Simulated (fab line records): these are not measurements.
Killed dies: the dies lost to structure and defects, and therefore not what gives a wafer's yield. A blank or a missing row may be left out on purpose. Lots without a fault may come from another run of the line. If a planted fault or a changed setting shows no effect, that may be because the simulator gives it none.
fab line records	flow sky130
record lots=7	wafers=20	last-day=50
route steps=708 shown CONTACT@421 METAL1@434 PAD_OPEN@708
lots that met no fault: taken from a fault-free run of the same line
start-h: the number of hours between the record's first day and the start of the first shown wafer of the lot	wait-h: how many hours have passed since the lot's step before this one	" same as the row above	L1.1+2: one row covering several wafers at once	- no value, or no start was given	* or withheld: withheld	< > ~ a bound
route shown NAME@n: a module of which the file shows steps, and the number in the route of the first	usual: average and standard deviation across the fault-free wafers	same: alike in all rows	chamber/n: place in a boat	sites: each site's reading	_std_site: the standard deviation of these	_edge_site: mean of outer sites minus mean of inner sites	radius-mm: for every site, how far away it sits from the centre of the wafer	mask NAME#n: copy n	behind: the most recent tool/chamber to have shaped the wafer	hold: why the lot went on hold/how many hours it stayed there/how the hold came to an end	device: the n, p or np transistor that did not switch	end of line: the tests these same wafers got at the end of their route	a step with no rows: only its recipe	killed: count of dies lost to structure and defects at first sort (not the wafer's yield)	map: per-die view of a wafer (x killed, . not killed, _ where there is no die)
set.NAME: the run value of the setting; set.NAME@STEP: its run value at that earlier step	model.NAME: the simulator's own value behind a step, which no gauge read
lots at selected steps of the route; one table per step, one row per wafer
services: the hour from which a tool's chamber was out of use, counted from the record's first day as start-h (under 0 if before that day), plus the number of hours and why
## steps
# step SKY_CONTACT_OVL_MEAS_15
# usual CONTACT_OVL=-3/5.5
lot.wafer	tool	chamber	start-h	wait-h	CONTACT_OVL[nm]
L910.1	overlay-01	-	724.44	0.1	-8
L910.2	"	-	"	"	-2
L910.6	"	-	"	"	-2
L911.2	overlay-02	-	725.01	0.1	-5
L911.3	"	-	"	"	-12
L911.5	"	-	"	"	-11
L923.2	overlay-01	-	813.86	0.1	1
L923.6	"	-	"	"	-7
L925.2	overlay-01	-	832.20	0.1	-1
L925.3	"	-	"	"	-9
L925.4	"	-	"	"	-3
L926.2	overlay-02	-	844.46	0.1	3
L926.5	"	-	"	"	-2
L926.6	"	-	"	"	-6
L927.2	overlay-01	-	846.33	0.1	-8
L927.3	"	-	"	"	-11
L927.4	"	-	"	"	-3
L933.1	overlay-02	-	894.09	0.1	8
L933.4	"	-	"	"	2
L933.6	"	-	"	"	2
# step SKY_CONTACT_ETCH_16
# recipe chemistry=N2/H2	target=BARC	ion-energy-ev=200	source-w=500	bias-w=100	pressure-mtorr=30	n2-flow-sccm=100	h2-flow-sccm=200	stop-on=SiO2	time-s=45.9	target-depth-a=600
# usual drypump-motor-current-A=5.8/0.34	oes-product-au=0.854/0.0044	throttle-valve-pct=13.224/0.0081
lot.wafer	tool	chamber	start-h	wait-h	drypump-motor-current-A	oes-product-au	rf-hours-counter-h	throttle-valve-pct
L910.1	rie-diel-01	1	724.47	0.0	6.0	0.850	0	13.211
L910.2	"	2	"	"	6.0	0.853	11	13.226
L910.6	"	2	"	"	5.9	0.856	-	13.229
L911.2	rie-diel-01	2	725.04	0.0	5.9	0.855	11	13.229
L911.3	"	3	"	"	5.6	0.853	19	13.224
L911.5	"	2	"	"	5.9	0.853	-	13.235
L923.2	rie-diel-03	2	813.89	0.0	5.5	0.850	6	13.228
L923.6	"	3	"	"	6.3	0.847	-	13.227
L925.2	rie-diel-01	0	832.23	0.0	6.0	0.852	4	13.214
L925.3	"	3	"	"	5.7	0.857	-	13.224
L925.4	"	0	"	"	6.0	0.857	-	13.212
L926.2	rie-diel-02	2	844.49	0.0	6.4	0.865	4	13.217
L926.5	"	2	"	"	6.4	0.853	-	13.221
L926.6	"	3	"	"	6.0	0.856	-	13.231
L927.2	rie-diel-03	1	846.36	0.0	5.3	0.854	20	13.227
L927.3	"	2	"	"	5.5	0.850	7	13.220
L927.4	"	1	"	"	5.3	0.860	-	13.225
L933.1	rie-diel-03	3	894.13	0.0	6.2	0.859	16	13.216
L933.4	"	1	"	"	5.3	0.857	22	13.235
L933.6	"	3	"	"	6.3	0.850	-	13.235
# step SKY_CONTACT_ETCH_17
# recipe target=SiO2	chemistry=C4F8/O2/Ar	stop-on=Si3N4	mask-material=KrF-thick	source-w=1500	bias-w=1200	pressure-mtorr=40	c4f8-flow-sccm=withheld	O2_flow_sccm=6	Ar_flow_sccm=300	time-s=withheld	target-depth-a=3400
# usual oes-product-au=0.892/0.0042
lot.wafer	tool	chamber	start-h	wait-h	oes-product-au
L910.1	rie-diel-01	1	724.52	0.0	0.889
L910.2	"	2	"	"	0.890
L910.6	"	2	"	"	0.889
L911.2	rie-diel-01	2	725.08	0.0	0.892
L911.3	"	3	"	"	0.890
L911.5	"	2	"	"	0.892
L923.2	rie-diel-03	2	813.93	0.0	0.892
L923.6	"	3	"	"	0.887
L925.2	rie-diel-01	0	832.29	0.0	0.894
L925.3	"	3	"	"	0.889
L925.4	"	0	"	"	0.893
L926.2	rie-diel-02	2	844.53	0.0	0.897
L926.5	"	2	"	"	0.891
L926.6	"	3	"	"	0.893
L927.2	rie-diel-03	1	846.40	0.0	0.896
L927.3	"	2	"	"	0.893
L927.4	"	1	"	"	0.892
L933.1	rie-diel-03	3	894.17	0.0	0.889
L933.4	"	1	"	"	0.897
L933.6	"	3	"	"	0.881
# step SKY_CONTACT_ETCH_18
# recipe target=Si3N4	chemistry=CHF3/O2	stop-on=TiN	source-w=600	bias-w=200	pressure-mtorr=40	chf3-flow-sccm=50	O2_flow_sccm=5	time-s=39	target-depth-a=750
# usual drypump-motor-current-A=5.8/0.34	oes-product-au=0.854/0.0078	throttle-valve-pct=8.793/0.0089
lot.wafer	tool	chamber	start-h	wait-h	drypump-motor-current-A	oes-product-au	rf-hours-counter-h	throttle-valve-pct
L910.1	rie-diel-01	1	-	-	6.0	0.843	0	8.806
L910.2	"	2	"	"	6.0	0.863	11	8.804
L910.6	"	2	"	"	6.0	0.869	-	8.805
L911.2	rie-diel-01	2	-	-	5.9	0.850	11	8.780
L911.3	"	3	"	"	5.6	0.853	19	8.798
L911.5	"	2	"	"	5.9	0.854	-	8.799
L923.2	rie-diel-03	2	-	-	5.5	0.858	6	8.792
L923.6	"	3	"	"	6.3	0.867	-	8.793
L925.2	rie-diel-01	0	-	-	6.0	0.852	4	8.806
L925.3	"	3	"	"	5.6	0.854	-	8.792
L925.4	"	0	"	"	6.0	0.860	-	8.786
L926.2	rie-diel-02	2	-	-	6.4	0.856	4	8.804
L926.5	"	2	"	"	6.4	0.870	-	8.790
L926.6	"	3	"	"	6.0	0.863	-	8.785
L927.2	rie-diel-03	1	-	-	5.3	0.866	20	8.807
L927.3	"	2	"	"	5.5	0.848	7	8.802
L927.4	"	1	"	"	5.3	0.869	-	8.771
L933.1	rie-diel-03	3	-	-	6.3	0.855	17	8.785
L933.4	"	1	"	"	5.3	0.859	22	8.803
L933.6	"	3	"	"	6.2	0.864	-	8.797
# step SKY_CONTACT_STRIP_19
# recipe chemistry=O2/N2	power-w=1400	pressure-mtorr=1500	platen-temp-c=withheld	o2-flow-sccm=3000	n2-flow-sccm=300	overash-fraction=0.5
# usual drypump-motor-current-A=5.8/0.33	o2-flow-sccm=2999/8.5	oes-product-au=0.379/0.0051	strip-time-to-endpoint-s=3.613/0.022
lot.wafer	tool	chamber	start-h	wait-h	drypump-motor-current-A	o2-flow-sccm	oes-product-au	rf-hours-counter-h	strip-time-to-endpoint-s
L910.1	plasma-asher-02	1	724.61	-	5.4	3006	0.383	85	3.621
L910.2	"	0	"	"	6.1	2985	0.380	85	3.624
L910.6	"	1	"	"	5.5	2993	0.374	-	3.650
L911.2	plasma-asher-02	0	725.17	-	6.1	2984	0.387	85	3.632
L911.3	"	0	"	"	6.1	2979	0.375	-	3.593
L911.5	"	0	"	"	6.1	2991	0.388	-	3.618
L923.2	plasma-asher-01	1	814.02	-	5.0	2989	0.391	7	3.577
L923.6	"	0	"	"	6.4	3006	0.368	-	3.624
L925.2	plasma-asher-03	1	832.42	-	5.7	2994	0.383	72	3.605
L925.3	"	0	"	"	5.8	2991	0.380	-	3.584
L925.4	"	1	"	"	5.7	3016	0.378	-	3.585
L926.2	plasma-asher-02	0	844.62	-	6.1	2994	0.380	97	3.657
L926.5	"	1	"	"	5.4	2997	0.387	-	3.647
L926.6	"	0	"	"	6.1	2989	0.377	-	3.600
L927.2	plasma-asher-02	1	846.49	-	5.5	2987	0.379	97	3.597
L927.3	"	1	"	"	5.4	3000	0.371	-	3.610
L927.4	"	0	"	"	6.1	3007	0.383	-	3.618
L933.1	plasma-asher-02	0	894.26	-	6.1	3015	0.378	102	3.646
L933.4	"	1	"	"	5.5	2996	0.369	-	3.603
L933.6	"	0	"	"	6.1	3008	0.388	-	3.642
# step SKY_CONTACT_STRIP_20
# recipe chemistry=post-etch-residue-remover	time-s=1200	temp-c=72.5
# step SKY_CONTACT_CLEAN_21
# recipe chemistry=IPA	time-s=180	temp-c=25
# step SKY_CONTACT_CLEAN_22
# recipe chemistry=O3/DIW	dry=n2-spin
# step SKY_CONTACT_SPUTTER_23
# recipe material=TiN	target-thk-nm=20	chamber-pressure-pa=5	power-w=4000	time-s=80
# step SKY_CONTACT_CVD_24
# recipe material=W	target-thk-nm=340	time-s=102.12	temp-c=400	pressure-torr=40
# step SKY_CONTACT_RS_MEAS_25
# recipe thk-meas-gauge=four-point-probe	reads=W_of_CONTACT_CVD_24+TiN_of_CONTACT_SPUTTER_23
# usual CONTACT_W_RS=0.339/0.0042
lot.wafer	tool	chamber	start-h	wait-h	CONTACT_W_RS[ohm/sq]
L910.1	film-metro-01	-	725.38	0.1	0.342
L910.2	"	-	"	"	0.334
L910.6	"	-	"	"	0.335
L911.2	film-metro-03	-	725.98	0.1	0.334
L911.3	"	-	"	"	0.335
L911.5	"	-	"	"	0.339
L923.2	film-metro-01	-	814.84	0.1	0.347
L923.6	"	-	"	"	0.344
L925.2	film-metro-01	-	833.53	0.1	0.333
L925.3	"	-	"	"	0.335
L925.4	"	-	"	"	0.332
L926.2	film-metro-03	-	845.96	0.1	0.335
L926.5	"	-	"	"	0.339
L926.6	"	-	"	"	0.337
L927.2	film-metro-03	-	847.42	0.1	0.342
L927.3	"	-	"	"	0.346
L927.4	"	-	"	"	0.345
L933.1	film-metro-01	-	895.45	0.1	0.343
L933.4	"	-	"	"	0.344
L933.6	"	-	"	"	0.344
# step SKY_CONTACT_THK_MEAS_26
# recipe thk-meas-gauge=xrf	reads=W_of_CONTACT_CVD_24
# usual CONTACT_W_THK=321/4.9
lot.wafer	tool	chamber	start-h	wait-h	CONTACT_W_THK[nm]
L910.1	film-metro-01	-	725.50	0.1	319
L910.2	"	-	"	"	324
L910.6	"	-	"	"	326
L911.2	film-metro-03	-	726.09	0.1	327
L911.3	"	-	"	"	327
L911.5	"	-	"	"	323
L923.2	film-metro-01	-	814.95	0.1	312
L923.6	"	-	"	"	317
L925.2	film-metro-01	-	833.64	0.1	324
L925.3	"	-	"	"	323
L925.4	"	-	"	"	324
L926.2	film-metro-03	-	846.07	0.1	326
L926.5	"	-	"	"	324
L926.6	"	-	"	"	323
L927.2	film-metro-03	-	847.53	0.1	321
L927.3	"	-	"	"	318
L927.4	"	-	"	"	317
L933.1	film-metro-01	-	895.57	0.1	313
L933.4	"	-	"	"	312
L933.6	"	-	"	"	314
# step SKY_CONTACT_CMP_27
# recipe stop-on=SiO2	t-overpolish-s=15	down-force-psi=3.5	platen-rpm=60	target-thk-nm=0	pad-velocity-m-s=0.94248
# usual motor-current-A=10.9/1	overpolish-run-s=15.001/0.0096	time-to-endpoint-s=83/3.3
lot.wafer	tool	chamber	start-h	wait-h	motor-current-A	overpolish-run-s	time-to-endpoint-s
L910.1	cmp-02	2	725.61	0.1	12.4	14.986	84
L910.2	"	3	"	"	9.7	15.011	90
L910.6	"	2	"	"	12.7	15.003	84
L911.2	cmp-01	0	726.19	0.1	9.2	15.000	84
L911.3	"	1	"	"	10.0	15.011	89
L911.5	"	3	"	"	10.7	14.999	83
L923.2	cmp-02	2	815.05	0.1	12.4	15.016	80
L923.6	"	2	"	"	12.2	0.044	125
L925.4	cmp-02	1	833.69	0.0	12.0	0.042	129
L925.3	"	3	"	"	9.4	15.005	90
L925.2	"	0	"	"	11.0	15.004	87
L926.2	cmp-02	1	846.17	0.1	11.4	14.997	78
L926.6	"	0	"	"	10.9	0.040	127
L926.5	"	1	"	"	11.8	15.002	78
L927.4	cmp-01	3	847.58	0.0	11.4	14.990	78
L927.2	"	0	"	"	9.0	15.023	80
L927.3	"	1	"	"	10.5	15.009	83
L933.4	cmp-01	0	895.63	0.0	9.3	15.010	79
L933.1	"	3	"	"	11.5	14.998	84
L933.6	"	0	"	"	9.0	15.007	81
# step SKY_METAL1_SPUTTER_00
# recipe material=Ti	target-thk-nm=15	power-w=3000	time-s=10	chamber-pressure-pa=0.4
# usual throttle-valve-pct=29.8/1
lot.wafer	tool	chamber	start-h	wait-h	throttle-valve-pct
L910.1	pvd-sputter-03	-	725.86	0.2	31.8
L910.2	"	-	"	"	28.8
L910.6	"	-	"	"	29.7
L911.2	pvd-sputter-01	-	726.44	0.2	28.9
L911.3	"	-	"	"	31.9
L911.5	"	-	"	"	28.9
L923.2	pvd-sputter-04	-	815.30	0.2	29.1
L925.2	pvd-sputter-01	-	833.99	0.1	28.4
L925.3	"	-	"	"	29.4
L926.2	pvd-sputter-03	-	846.42	0.2	28.8
L926.5	"	-	"	"	31.3
L927.2	pvd-sputter-04	-	847.88	0.2	28.8
L927.3	"	-	"	"	29.2
L927.4	"	-	"	"	31.2
L933.1	pvd-sputter-03	-	895.93	0.1	29.0
L933.4	"	-	"	"	29.9
L933.6	"	-	"	"	31.5
# step SKY_PAD_OPEN_PROBE_99
# usual killed_at_M0_to_M3=42/7.4	killed_at_M4_up=3.4/1.8	killed-at-contacts=25/5.4	killed-at-front-end=15/4.4	killed-at-other=0.2/0.52	killed-dies=86/9.3	killed-on-rim=17/3.9	killed-open=47/7.6	killed-short=39/6.5
# same gross-dies=492	killed-at-back-side=0
lot.wafer	tool	chamber	start-h	wait-h	killed_at_M0_to_M3	killed_at_M4_up	killed-at-contacts	killed-at-front-end	killed-at-other	killed-dies	killed-on-rim	killed-open	killed-short
L910.1	prober-02	-	1071.98	0.1	40	4	25	14	3	86	17	50	36
L910.2	prober-02	-	1072.03	0.1	44	5	23	8	0	80	14	46	34
L910.6	prober-02	-	1072.23	0.2	47	5	20	15	0	87	23	53	34
L911.2	prober-01	-	1073.03	0.1	54	4	28	16	0	102	22	63	39
L911.3	prober-01	-	1073.08	0.2	50	7	23	10	0	90	24	48	42
L911.5	prober-01	-	1073.18	0.2	58	4	21	26	0	109	25	53	56
L923.2	prober-01	-	1140.45	0.1	53	3	26	18	1	101	17	57	44
L923.6	prober-01	-	1140.65	0.2	48	3	431	10	0	492	96	46	30
L925.2	prober-02	-	1152.23	0.1	39	3	15	14	0	71	16	27	44
L925.4	prober-02	-	1152.33	0.2	39	2	424	26	1	492	96	52	37
L926.2	prober-01	-	1160.52	0.1	45	1	26	12	1	85	21	44	41
L926.5	prober-01	-	1160.67	0.2	38	6	27	15	0	86	15	47	39
L926.6	prober-01	-	1160.72	0.2	39	5	426	22	0	492	96	43	54
L927.2	prober-02	-	1160.89	0.1	51	5	30	14	0	100	18	57	43
L927.3	prober-02	-	1160.94	0.2	49	3	34	19	0	105	21	63	42
L927.4	prober-02	-	1160.99	0.2	41	3	24	23	0	91	15	50	41
# killed by level:class
L910.1 VIA1:geometric-particle:open=10 METAL2:geometric-particle:short=10 LI_CONTACT:geometric-particle:open=9 CONTACT:geometric-particle:open=9 FIELD_ISO:geometric-particle:open=6 METAL1:geometric-particle:short=6 VIA3:geometric-particle:open=5 CONTACT:geometric-particle:short=4
L910.2 METAL1:geometric-particle:short=10 VIA3:geometric-particle:open=8 VIA1:geometric-particle:open=7 LI_CONTACT:geometric-particle:open=6 CONTACT:geometric-particle:open=6 LOCAL_INTERCONNECT:geometric-particle:short=5 VIA2:geometric-particle:open=5 POLY_GATE:geometric-particle:open=4
L910.6 CONTACT:geometric-particle:open=10 VIA1:geometric-particle:open=10 METAL2:geometric-particle:short=7 VIA2:geometric-particle:open=7 VIA3:geometric-particle:open=7 FIELD_ISO:geometric-particle:short=4 LI_CONTACT:geometric-particle:open=4 CONTACT:geometric-particle:short=4
L911.2 VIA1:geometric-particle:open=14 VIA3:geometric-particle:open=12 CONTACT:geometric-particle:open=9 LI_CONTACT:geometric-particle:open=8 VIA1:geometric-particle:short=8 LI_CONTACT:geometric-particle:short=7 METAL2:geometric-particle:short=5 FIELD_ISO:geometric-particle:open=4
L911.3 VIA3:geometric-particle:open=12 CONTACT:geometric-particle:open=9 METAL1:geometric-particle:short=9 VIA1:geometric-particle:open=8 VIA3:geometric-particle:short=6 VIA2:geometric-particle:open=6 CONTACT:geometric-particle:short=5 LI_CONTACT:geometric-particle:open=4
L911.5 CONTACT:geometric-particle:open=11 VIA2:geometric-particle:open=9 FIELD_ISO:geometric-particle:open=7 METAL3:geometric-particle:short=7 VIA3:geometric-particle:open=7 METAL1:geometric-particle:short=7 VIA1:geometric-particle:open=7 FIELD_ISO:geometric-particle:short=6
L923.2 VIA2:geometric-particle:open=16 VIA1:geometric-particle:open=10 CONTACT:geometric-particle:open=8 LI_CONTACT:geometric-particle:open=7 METAL2:geometric-particle:short=7 LOCAL_INTERCONNECT:geometric-particle:short=6 FIELD_ISO:geometric-particle:short=4 POLY_GATE:geometric-particle:short=4
L923.6 CONTACT:area-cmp=416 METAL2:geometric-particle:short=9 CONTACT:geometric-particle:open=8 VIA1:geometric-particle:open=7 VIA2:geometric-particle:open=7 LI_CONTACT:geometric-particle:open=6 VIA3:geometric-particle:open=6 METAL1:geometric-particle:short=5
L925.2 VIA1:geometric-particle:open=9 VIA1:geometric-particle:short=7 POLY_GATE:geometric-particle:short=6 FIELD_ISO:geometric-particle:short=5 METAL1:geometric-particle:short=5 LI_CONTACT:geometric-particle:open=4 CONTACT:geometric-particle:short=4 VIA2:geometric-particle:open=3
L925.4 CONTACT:area-cmp=403 VIA1:geometric-particle:open=14 CONTACT:geometric-particle:open=10 FIELD_ISO:geometric-particle:open=8 METAL1:geometric-particle:short=6 FIELD_ISO:geometric-particle:short=5 POLY_GATE:geometric-particle:short=5 LI_CONTACT:geometric-particle:open=5
L926.2 VIA1:geometric-particle:open=12 CONTACT:geometric-particle:open=11 METAL1:geometric-particle:short=10 LI_CONTACT:geometric-particle:open=7 VIA1:geometric-particle:short=6 POLY_GATE:geometric-particle:open=5 CONTACT:geometric-particle:short=5 VIA3:geometric-particle:open=4
L926.5 VIA3:geometric-particle:open=11 LI_CONTACT:geometric-particle:open=10 LOCAL_INTERCONNECT:geometric-particle:short=7 METAL2:geometric-particle:short=6 VIA2:geometric-particle:open=6 POLY_GATE:geometric-particle:short=4 LI_CONTACT:geometric-particle:short=4 CONTACT:geometric-particle:open=4
L926.6 CONTACT:area-cmp=395 METAL2:geometric-particle:short=13 CONTACT:geometric-particle:open=10 FIELD_ISO:geometric-particle:open=6 POLY_GATE:geometric-particle:short=6 LI_CONTACT:geometric-particle:open=6 FIELD_ISO:geometric-particle:short=5 LOCAL_INTERCONNECT:geometric-particle:short=5
L927.2 VIA1:geometric-particle:open=15 LI_CONTACT:geometric-particle:open=10 CONTACT:geometric-particle:open=10 VIA2:geometric-particle:open=7 VIA3:geometric-particle:open=7 LOCAL_INTERCONNECT:geometric-particle:short=5 CONTACT:geometric-particle:short=5 VIA1:geometric-particle:short=5
L927.3 VIA1:geometric-particle:open=16 LI_CONTACT:geometric-particle:open=12 METAL1:geometric-particle:short=8 LOCAL_INTERCONNECT:geometric-particle:short=7 CONTACT:geometric-particle:open=7 POLY_GATE:geometric-particle:open=6 CONTACT:geometric-particle:short=6 VIA2:geometric-particle:open=5
L927.4 CONTACT:geometric-particle:open=10 FIELD_ISO:geometric-particle:short=9 VIA1:geometric-particle:open=9 LI_CONTACT:geometric-particle:open=6 VIA2:geometric-particle:open=6 VIA3:geometric-particle:open=6 POLY_GATE:geometric-particle:open=5 CONTACT:geometric-particle:short=5
# map L923.6 (x killed, . not)
__________xxxxxxxxxx_________
________xxxxxxxxxxxxxx_______
______xxxxxxxxxxxxxxxxxx_____
_____xxxxxxxxxxxxxxxxxxxx____
____xxxxxxxxxxxxxxxxxxxxxx___
___xxxxxxxxxxxxxxxxxxxxxxxx__
__xxxxxxxxxxxxxxxxxxxxxxxxxx_
_xxxxxxxxxxxxxxxxxxxxxxxxxxxx
_xxxxxxxxxxxxxxxxxxxxxxxxxxxx
_xxxxxxxxxxxxxxxxxxxxxxxxxxxx
_xxxxxxxxxxxxxxxxxxxxxxxxxxxx
_xxxxxxxxxxxxxxxxxxxxxxxxxxxx
_xxxxxxxxxxxxxxxxxxxxxxxxxxxx
_xxxxxxxxxxxxxxxxxxxxxxxxxxxx
_xxxxxxxxxxxxxxxxxxxxxxxxxxxx
__xxxxxxxxxxxxxxxxxxxxxxxxxx_
___xxxxxxxxxxxxxxxxxxxxxxxx__
____xxxxxxxxxxxxxxxxxxxxxx___
_____xxxxxxxxxxxxxxxxxxxx____
______xxxxxxxxxxxxxxxxxx_____
________xxxxxxxxxxxxxx_______
__________xxxxxxxxxx_________
# map L925.4 (x killed, . not)
__________xxxxxxxxxx_________
________xxxxxxxxxxxxxx_______
______xxxxxxxxxxxxxxxxxx_____
_____xxxxxxxxxxxxxxxxxxxx____
____xxxxxxxxxxxxxxxxxxxxxx___
___xxxxxxxxxxxxxxxxxxxxxxxx__
__xxxxxxxxxxxxxxxxxxxxxxxxxx_
_xxxxxxxxxxxxxxxxxxxxxxxxxxxx
_xxxxxxxxxxxxxxxxxxxxxxxxxxxx
_xxxxxxxxxxxxxxxxxxxxxxxxxxxx
_xxxxxxxxxxxxxxxxxxxxxxxxxxxx
_xxxxxxxxxxxxxxxxxxxxxxxxxxxx
_xxxxxxxxxxxxxxxxxxxxxxxxxxxx
_xxxxxxxxxxxxxxxxxxxxxxxxxxxx
_xxxxxxxxxxxxxxxxxxxxxxxxxxxx
__xxxxxxxxxxxxxxxxxxxxxxxxxx_
___xxxxxxxxxxxxxxxxxxxxxxxx__
____xxxxxxxxxxxxxxxxxxxxxx___
_____xxxxxxxxxxxxxxxxxxxx____
______xxxxxxxxxxxxxxxxxx_____
________xxxxxxxxxxxxxx_______
__________xxxxxxxxxx_________
## services
tool	chamber	start-h	hours	kind
pvd-sputter-04	-	707.38	6.9	repair
cmp-01	-	711.86	0.5	repair
rie-diel-01	2	715.38	4.8	repair
pvd-sputter-03	-	716.76	8.5	repair
plasma-asher-03	-	718.20	19.1	repair
plasma-asher-01	-	733.75	9.0	pm
cmp-01	-	744.12	4.0	pm
pvd-sputter-01	-	744.92	1.3	repair
plasma-asher-02	-	748.52	5.9	repair
pvd-sputter-04	-	751.59	2.3	repair
pvd-sputter-01	-	759.12	6.3	repair
rie-diel-03	1	765.21	4.5	repair
cmp-02	-	779.68	4.3	repair
rie-diel-03	0	796.95	8.5	repair
plasma-asher-03	-	808.62	3.0	repair
rie-diel-01	1	827.46	6.3	repair
rie-diel-01	2	829.35	10.1	repair
rie-diel-03	0	839.57	15.2	repair
cmp-02	-	862.13	5.2	pm
rie-diel-03	0	875.14	11.4	repair
pvd-sputter-03	-	875.89	0.6	repair
plasma-asher-01	-	888.50	3.1	repair
pvd-sputter-04	-	889.50	1.2	repair
rie-diel-02	1	893.04	2.9	repair
## key
first-sign step=SKY_CONTACT_CMP_27	reading=overpolish-run-s	direction=down	sigmas=99+	usual=15.001	struck=0.042
effect step=SKY_CONTACT_CMP_27	reading=time-to-endpoint-s	direction=up	sigmas=14	usual=*	struck=*
effect step=SKY_PAD_OPEN_PROBE_99	reading=killed-at-contacts	direction=up	sigmas=74	usual=25	struck=427
more-kills-born-at SKY_CONTACT_CMP_27@cmp-02=1214
met-at SKY_CONTACT_CMP_27
struck-wafers L923.6,L925.4,L926.6
later-rows-left-out L923.6,L925.4,L926.6
tester-left-out L923,L925,L926
onset-between 725.61 815.05
fault kind=process-parameter-drift	tool=cmp-02	chamber=-	onset-h=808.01	steps=SKY_CONTACT_CMP_27	channel=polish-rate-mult	offset=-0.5	shape=step	end-h=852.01	scope=struck-wafers-only
# tester-left-out: of these lots the tester's yield and bins aren't shown, on N5 and GAA mostly nor the transistor test; their killed dies are dies lost to structure and defects alone, not to doping, threshold or leakage, so they don't give the yield
# later-rows-left-out: the simulator's readings of these wafers behind a module that went badly wrong aren't trusted and aren't shown, but for the sort
